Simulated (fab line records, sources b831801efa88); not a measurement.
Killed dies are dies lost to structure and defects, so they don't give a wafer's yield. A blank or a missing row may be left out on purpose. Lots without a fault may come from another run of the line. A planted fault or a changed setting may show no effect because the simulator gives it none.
Chamber matching | flow sky130 | SKY_CONTACT_CMP_27 on cmp-02: 4 sister chambers
The step polishes, stops on SiO2, t overpolish 15 s, target thk 0 nm. 27 wafers are shown with their chamber, then 12 later ones without.

WAFERS WITH THEIR CHAMBER
wafer  | chamber | motor_current_A (A) | time_to_endpoint_s (s) | overpolish_run_s (s)
L075.2 | 1       | 11.6                | 84                     | 15.010
L075.5 | 1       | 12.4                | 84                     | 14.996
L075.6 | 2       | 13.3                | 77                     | 14.989
L077.2 | 0       | 10.1                | 86                     | 15.015
L077.3 | 3       | 9.1                 | 79                     | 14.985
L077.5 | 0       | 10.1                | 87                     | 14.999
L076.2 | 0       | 9.8                 | 86                     | 15.001
L076.3 | 1       | 11.9                | 85                     | 14.989
L076.6 | 2       | 13.0                | 77                     | 14.994
L078.1 | 3       | 9.3                 | 78                     | 14.993
L078.3 | 0       | 9.9                 | 89                     | 14.992
L078.5 | 1       | 12.3                | 87                     | 15.003
L082.1 | 0       | 9.8                 | 86                     | 14.993
L082.2 | 2       | 12.6                | 81                     | 15.007
L082.5 | 0       | 10.0                | 82                     | 14.998
L083.3 | 1       | 11.6                | 89                     | 14.992
L083.4 | 3       | 8.9                 | 76                     | 14.991
L083.6 | 3       | 9.4                 | 78                     | 15.012
L085.2 | 1       | 11.5                | 85                     | 15.002
L085.3 | 0       | 10.1                | 89                     | 14.992
L085.6 | 0       | 10.7                | 85                     | 15.009
L088.1 | 1       | 11.3                | 88                     | 15.009
L088.2 | 0       | 9.7                 | 88                     | 14.992
L088.3 | 2       | 13.5                | 81                     | 15.001
L090.1 | 0       | 9.8                 | 89                     | 15.005
L090.3 | 3       | 9.3                 | 75                     | 15.003
L090.5 | 1       | 11.9                | 86                     | 14.984

SIGNATURES (means of the wafers above)
reading            | chamber 0 | chamber 1 | chamber 2 | chamber 3 | scatter within a chamber
motor_current_A    | 10.000    | 11.812    | 13.100    | 9.200     | 0.324
time_to_endpoint_s | 86.70     | 86.00     | 79.00     | 77.20     | 2.03
overpolish_run_s   | 14.99960  | 14.99812  | 14.99775  | 14.99680  | 0.00895
Rule: a wafer's distance from a chamber is the root of the sum, over the readings, of the square of ((its reading less the chamber's mean) divided by the reading's scatter). The wafer belongs to the nearest chamber; if the next one is less than 2 further off, it can't be placed. The scatter: the root of (the sum of the squares of (reading less its chamber's mean) over the shown wafers, divided by (wafers less chambers)).

WAFERS WITHOUT THEIR CHAMBER
wafer  | motor_current_A (A) | time_to_endpoint_s (s) | overpolish_run_s (s)
L094.2 | 9.5                 | 90                     | 14.990
L094.3 | 11.3                | 86                     | 15.002
L094.6 | 11.5                | 88                     | 15.000
L095.3 | 13.2                | 81                     | 14.998
L095.4 | 10.2                | 85                     | 14.992
L095.5 | 12.7                | 82                     | 14.998
L096.1 | 9.8                 | 87                     | 15.004
L096.2 | 12.1                | 88                     | 14.991
L096.5 | 12.7                | 91                     | 14.995
L097.1 | 11.8                | 81                     | 14.997
L097.2 | 9.9                 | 84                     | 15.013
L097.6 | 9.3                 | 73                     | 14.994

WHICH CHAMBER EACH WENT THROUGH
wafer  | from the rows above     | in truth
L094.2 | 0                       | 0
L094.3 | 1                       | 1
L094.6 | 1                       | 1
L095.3 | 2                       | 2
L095.4 | 0                       | 0
L095.5 | can't be placed: 2 or 1 | 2
L096.1 | 0                       | 0
L096.2 | 1                       | 1
L096.5 | 1                       | 1
L097.1 | can't be placed: 1 or 2 | 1
L097.2 | 0                       | 0
L097.6 | 3                       | 3
Placed correctly: 10 of 12. Can't be placed from these rows: 2 (the true chamber is among the candidates in 2). Placed wrongly: 0.
